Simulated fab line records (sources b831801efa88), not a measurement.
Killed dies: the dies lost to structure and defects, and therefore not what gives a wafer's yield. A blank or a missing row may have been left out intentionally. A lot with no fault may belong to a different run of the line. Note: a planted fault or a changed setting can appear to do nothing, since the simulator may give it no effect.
Code-filled problem report in 8D (eight disciplines) form -- flow gf180mcu -- the parts of the form that need people (team, actions taken, sign-off) are left out

## 1. THE PROBLEM
Across 3 wafers from 2 lots, PASSIVATION_CVD_02_THK at GF_PASSIVATION_THK_MEAS_03 averages 937 nm, while fault-free wafers read 697 nm with a standard deviation of 10. Relative to the usual mean, that is a shift of +24 standard deviations.
First observed at day 29 23:29: wafer L503.2, on filmMetro-04. The record holds 36 wafers of 12 lots with a number at this step. Rule for "out", or "out of limits": more than 4 standard deviations from the usual mean. All remaining wafers that have a number are taken as sound.

## 2. WHAT THIS IS AND IS NOT
question,is,is not
which readings at this step,PASSIVATION_CVD_02_THK,-
which lots,"L503, L504","L500, L501, L502, L512, L514, L516, L517, L518, L519, L520"
which wafers of those lots,"L503.2, L503.5, L504.2","L503.6, L504.1, L504.6"
read on which gauges,filmMetro-04,"filmMetro-02, filmMetro-03"
when,from day 29 23:29,"up to then (10 sound wafers); but 23 sound wafers of L504, L512, L514, L516, L517, L518, L519, L520 came after"

## 3. SUSPECTS, AND WHAT RULES EACH OUT
Counting: a tool at a process step up to the reading stays a suspect if it ran every lot that is out. Sound lots after the first of them don't rule it out here, since some wafers of a struck lot are sound.
- the gauge at GF_PASSIVATION_THK_MEAS_03: ruled out. All the wafers that are out were read on filmMetro-04, but those of them that GF_PASSIVATION_ETCH_11 has rows for are out there too, on other tools.
- cvdW-01 at GF_V5_CVD_23 (deposits W, target thk 350 nm, time 104.9 s): kept. It ran every lot that is out, first L503 (day 29 02:24).
- pecvd-01 at GF_PASSIVATION_CVD_02 (deposits Si3N4, target thk 700 nm, time 486.18 s): kept. Every lot that is out went through it, the first being L503 (day 29 23:11); the last sound lot it ran before that was L500 (day 29 01:11).
- Within pecvd-01 at GF_PASSIVATION_CVD_02: the wafers that are out ran in chambers 0, 1; their sound lot-mates ran in chamber 2.
Left after counting: cvdW-01 at GF_V5_CVD_23, pecvd-01 at GF_PASSIVATION_CVD_02.

## 4. THE CAUSE (what the simulator had put in)
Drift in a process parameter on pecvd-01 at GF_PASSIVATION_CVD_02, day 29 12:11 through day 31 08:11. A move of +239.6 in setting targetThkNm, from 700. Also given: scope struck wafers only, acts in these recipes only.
2 suspects survive the count, and this tool is in that group.

## 5. THE CHAIN OF EFFECTS, in route order
One row per reading whose mean, taken over the struck wafers that have a number, lies over 3 standard deviations from the usual. Only readings whose record carries a usual standard deviation are examined. hours: median over the lots of the time between each lot's start at the first step of this table that gives one and its start at this step. sigmas: the change, counted in usual standard deviations.
hours,step,reading,usual,on struck wafers,change,sigmas
0,GF_PASSIVATION_THK_MEAS_03,PASSIVATION_CVD_02_THK,697 nm,937,+240,+24
18,GF_PASSIVATION_ETCH_11,oesProductAu,0.964 a.u.,1.002,+0.038,+5.0
Here are the process steps it includes:
- GF_PASSIVATION_ETCH_11: etches the open film in CF4/O2, stops on TiN, target depth 1800 nm, time 400 s.

## 6. WHAT WOULD HAVE CAUGHT IT SOONER
Counted from the fault's start at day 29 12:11, it took 11 hours until the first out-of-limits reading at a measuring or inspecting step in this record, taken at day 29 23:29.
An alarm limit of 4 standard deviations would not have fired on the tool readings at GF_PASSIVATION_CVD_02 for which the record gives a usual standard deviation, since none of them was out on any struck wafer.
L504, from the lots that are out (2), started GF_PASSIVATION_CVD_02 on pecvd-01 later than day 29 23:29. It would have been spared by a hold on the tool at that moment.
